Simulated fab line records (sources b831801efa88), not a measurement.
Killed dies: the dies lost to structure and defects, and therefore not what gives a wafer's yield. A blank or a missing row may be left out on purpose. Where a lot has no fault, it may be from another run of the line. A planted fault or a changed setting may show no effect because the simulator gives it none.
What tool caused it? / flow sky130 / Sampling: 12 lots, 36 wafers, 5 of 708 route steps

## WHAT THE GAUGES READ, wafer by wafer
SKY_VT_ADJUST_HVTP_TW_MEAS_11. Usual: for VT_ADJUST_HVTP_TW the level is 1357 and the standard deviation is 12.
lot=L183; measured=day 6 03:18; on=film metro-01; VT_ADJUST_HVTP_TW=1371 1370 1355; flag=
lot=L184; measured=day 6 08:55; on=film metro-04; VT_ADJUST_HVTP_TW=1340 1342 1342; flag=
lot=L185; measured=day 6 22:26; on=film metro-04; VT_ADJUST_HVTP_TW=1338 1343 1340; flag=
lot=L186; measured=day 7 01:26; on=film metro-03; VT_ADJUST_HVTP_TW=1350 1357 1356; flag=
lot=L188; measured=day 7 11:38; on=film metro-03; VT_ADJUST_HVTP_TW=1360 1355 1360; flag=
lot=L189; measured=day 7 18:01; on=film metro-04; VT_ADJUST_HVTP_TW=1343 1343 1339; flag=
lot=L190; measured=day 7 23:35; on=film metro-04; VT_ADJUST_HVTP_TW=1353 1345 1351; flag=
lot=L193; measured=day 8 18:40; on=film metro-04; VT_ADJUST_HVTP_TW=1339 1337 1341; flag=
lot=L194; measured=day 8 22:43; on=film metro-01; VT_ADJUST_HVTP_TW=964 961 958 961 957 961; flag=OFF
lot=L195; measured=day 9 04:22; on=film metro-01; VT_ADJUST_HVTP_TW=967 965 967 960 972 963; flag=OFF
lot=L196; measured=day 9 14:23; on=film metro-04; VT_ADJUST_HVTP_TW=944 942 951 945 942 945; flag=OFF
lot=L197; measured=day 9 22:20; on=film metro-01; VT_ADJUST_HVTP_TW=965 965 972 958 964 966; flag=OFF

SKY_LOCAL_INTERCONNECT_OVL_MEAS_12. Usual: for LOCAL_INTERCONNECT_OVL the level is -1 nm and the standard deviation is 4.6.
lot=L183; measured=day 30 05:06; on=overlay-01; LOCAL_INTERCONNECT_OVL (nm)=0 -1 3; flag=
lot=L184; measured=day 31 02:03; on=overlay-01; LOCAL_INTERCONNECT_OVL (nm)=-4 1 -7; flag=
lot=L185; measured=day 31 13:37; on=overlay-01; LOCAL_INTERCONNECT_OVL (nm)=0 -1 -1; flag=
lot=L186; measured=day 31 19:05; on=overlay-01; LOCAL_INTERCONNECT_OVL (nm)=-3 -2 1; flag=
lot=L188; measured=day 32 08:21; on=overlay-02; LOCAL_INTERCONNECT_OVL (nm)=-4 -1 -12; flag=
lot=L189; measured=day 32 13:55; on=overlay-02; LOCAL_INTERCONNECT_OVL (nm)=8 1 -4; flag=
lot=L190; measured=day 33 01:12; on=overlay-02; LOCAL_INTERCONNECT_OVL (nm)=0 -5 -6; flag=
lot=L193; measured=day 34 05:16; on=overlay-01; LOCAL_INTERCONNECT_OVL (nm)=-3 -7 -8; flag=
lot=L194; measured=day 34 03:29; on=overlay-02; LOCAL_INTERCONNECT_OVL (nm)=4 0 7; flag=
lot=L195; measured=day 34 14:11; on=overlay-02; LOCAL_INTERCONNECT_OVL (nm)=3 1 3; flag=
lot=L196; measured=day 34 18:51; on=overlay-01; LOCAL_INTERCONNECT_OVL (nm)=-3 0 -4; flag=
lot=L197; measured=day 35 07:53; on=overlay-02; LOCAL_INTERCONNECT_OVL (nm)=6 5 5; flag=

SKY_VIA1_CD_MEAS_12: target cd 150 nm. Usual: 150.2 nm for cd nm, sd 1.7.
lot=L183; measured=day 33 19:47; on=cd sem-01; cd nm (nm)=150.5 151.7 151.9; flag=
lot=L184; measured=day 34 15:37; on=cd sem-02; cd nm (nm)=149.1 149.9 149.0; flag=
lot=L185; measured=day 35 02:15; on=cd sem-01; cd nm (nm)=152.5 151.9 151.0; flag=
lot=L186; measured=day 35 07:04; on=cd sem-02; cd nm (nm)=150.3 148.9 150.3; flag=
lot=L188; measured=day 35 19:22; on=cd sem-01; cd nm (nm)=151.6 149.9 153.3; flag=
lot=L189; measured=day 36 00:58; on=cd sem-02; cd nm (nm)=153.3 151.8 151.0; flag=
lot=L190; measured=day 36 12:47; on=cd sem-01; cd nm (nm)=146.3 147.4 147.3; flag=
lot=L193; measured=day 37 15:28; on=cd sem-01; cd nm (nm)=150.0 148.7 149.5; flag=
lot=L194; measured=day 37 12:42; on=cd sem-02; cd nm (nm)=152.5 150.8 150.9; flag=
lot=L195; measured=day 38 00:28; on=cd sem-02; cd nm (nm)=147.5 147.3 149.6; flag=
lot=L196; measured=day 38 05:55; on=cd sem-01; cd nm (nm)=149.3 149.6 151.9; flag=
lot=L197; measured=day 38 16:59; on=cd sem-02; cd nm (nm)=147.5 148.1 147.7; flag=

## EACH LOT AND THE TOOL THAT RAN IT (in order: tool; ch and the chambers of the sampled wafers; start)
lot=L183; SKY_VT_ADJUST_HVTP_IMPLANT_09=implanter-01 ch 0, day 6 03:04; SKY_LOCAL_INTERCONNECT_STRIP_15=plasma asher-01 ch 0,1, day 30 05:15
lot=L184; SKY_VT_ADJUST_HVTP_IMPLANT_09=implanter-02 ch 0, day 6 08:40; SKY_LOCAL_INTERCONNECT_STRIP_15=plasma asher-02 ch 0,1, day 31 02:14
lot=L185; SKY_VT_ADJUST_HVTP_IMPLANT_09=implanter-04 ch 0, day 6 22:11; SKY_LOCAL_INTERCONNECT_STRIP_15=plasma asher-01 ch 0,1, day 31 13:46
lot=L186; SKY_VT_ADJUST_HVTP_IMPLANT_09=implanter-02 ch 0, day 7 01:11; SKY_LOCAL_INTERCONNECT_STRIP_15=plasma asher-01 ch 0,1, day 31 19:14
lot=L188; SKY_VT_ADJUST_HVTP_IMPLANT_09=implanter-02 ch 0, day 7 11:23; SKY_LOCAL_INTERCONNECT_STRIP_15=plasma asher-01 ch 0,1, day 32 08:30
lot=L189; SKY_VT_ADJUST_HVTP_IMPLANT_09=implanter-02 ch 0, day 7 17:47; SKY_LOCAL_INTERCONNECT_STRIP_15=plasma asher-01 ch 0,1, day 32 14:05
lot=L190; SKY_VT_ADJUST_HVTP_IMPLANT_09=implanter-02 ch 0, day 7 23:20; SKY_LOCAL_INTERCONNECT_STRIP_15=plasma asher-04 ch 0,1, day 33 01:28
lot=L193; SKY_VT_ADJUST_HVTP_IMPLANT_09=implanter-02 ch 0, day 8 18:26; SKY_LOCAL_INTERCONNECT_STRIP_15=plasma asher-02 ch 0,1, day 34 05:33
lot=L194; SKY_VT_ADJUST_HVTP_IMPLANT_09=implanter-04 ch 0, day 8 22:29; SKY_LOCAL_INTERCONNECT_STRIP_15=plasma asher-02 ch 0,1, day 34 03:47
lot=L195; SKY_VT_ADJUST_HVTP_IMPLANT_09=implanter-02 ch 0, day 9 04:02; SKY_LOCAL_INTERCONNECT_STRIP_15=plasma asher-02 ch 0,1, day 34 14:20
lot=L196; SKY_VT_ADJUST_HVTP_IMPLANT_09=implanter-02 ch 0, day 9 14:08; SKY_LOCAL_INTERCONNECT_STRIP_15=plasma asher-02 ch 0,1, day 34 19:00
lot=L197; SKY_VT_ADJUST_HVTP_IMPLANT_09=implanter-04 ch 0, day 9 22:05; SKY_LOCAL_INTERCONNECT_STRIP_15=plasma asher-01 ch 0,1, day 35 08:02
- SKY_VT_ADJUST_HVTP_IMPLANT_09
- SKY_LOCAL_INTERCONNECT_STRIP_15: strips in O2/N2.

## AS READ BY THE TOOLS THEMSELVES (means over the sampled wafers that have a number; for cases with no such wafer, the mark the record gives instead)
SKY_LOCAL_INTERCONNECT_STRIP_15. Usual: drypump motor current A 5.66 A, standard deviation 0.23; oes product au 0.426 a.u., standard deviation 0.0048; strip time to endpoint s 4.724 s, standard deviation 0.017.
lot=L183; tool=plasma asher-01; drypump motor current A (A)=5.50; oes product au (a.u.)=0.425; strip time to endpoint s (s)=4.720; flag=
lot=L184; tool=plasma asher-02; drypump motor current A (A)=5.40; oes product au (a.u.)=0.424; strip time to endpoint s (s)=4.724; flag=
lot=L185; tool=plasma asher-01; drypump motor current A (A)=5.56; oes product au (a.u.)=0.427; strip time to endpoint s (s)=4.696; flag=
lot=L186; tool=plasma asher-01; drypump motor current A (A)=5.49; oes product au (a.u.)=0.424; strip time to endpoint s (s)=4.725; flag=
lot=L188; tool=plasma asher-01; drypump motor current A (A)=5.49; oes product au (a.u.)=0.426; strip time to endpoint s (s)=4.690; flag=
lot=L189; tool=plasma asher-01; drypump motor current A (A)=5.49; oes product au (a.u.)=0.423; strip time to endpoint s (s)=4.704; flag=
lot=L190; tool=plasma asher-04; drypump motor current A (A)=5.84; oes product au (a.u.)=0.429; strip time to endpoint s (s)=4.728; flag=
lot=L193; tool=plasma asher-02; drypump motor current A (A)=5.59; oes product au (a.u.)=0.425; strip time to endpoint s (s)=4.724; flag=
lot=L194; tool=plasma asher-02; drypump motor current A (A)=5.42; oes product au (a.u.)=0.425; strip time to endpoint s (s)=4.737; flag=
lot=L195; tool=plasma asher-02; drypump motor current A (A)=5.58; oes product au (a.u.)=0.425; strip time to endpoint s (s)=4.710; flag=
lot=L196; tool=plasma asher-02; drypump motor current A (A)=5.58; oes product au (a.u.)=0.429; strip time to endpoint s (s)=4.740; flag=
lot=L197; tool=plasma asher-01; drypump motor current A (A)=5.54; oes product au (a.u.)=0.424; strip time to endpoint s (s)=4.724; flag=

## THE ANSWER, worked out from the rows above alone
Rule: lot off if the mean of its wafers having a number is beyond 3 standard deviations from the usual mean. A lot without any number at a reading at which 4 lots or more have one is off too. Any other lot the step has rows for is counted as sound. Order of review: gauges by route order, followed by the tools' own readings, for which a lot's mean as printed above is used. At the first step where some lot is off, the reading lying furthest off is the one used; lots without a number count as furthest.
Off: L194, L195, L196, L197, seen at SKY_VT_ADJUST_HVTP_TW_MEAS_11 (VT_ADJUST_HVTP_TW).
A tool fits if, at a process step before that reading, it ran every lot that is off, and no sound lot after the first of them. Gauges at SKY_VT_ADJUST_HVTP_TW_MEAS_11: tried the same way as those tools. Not one of the candidates tried fits.

## WHAT WAS PUT IN BY THE SIMULATOR
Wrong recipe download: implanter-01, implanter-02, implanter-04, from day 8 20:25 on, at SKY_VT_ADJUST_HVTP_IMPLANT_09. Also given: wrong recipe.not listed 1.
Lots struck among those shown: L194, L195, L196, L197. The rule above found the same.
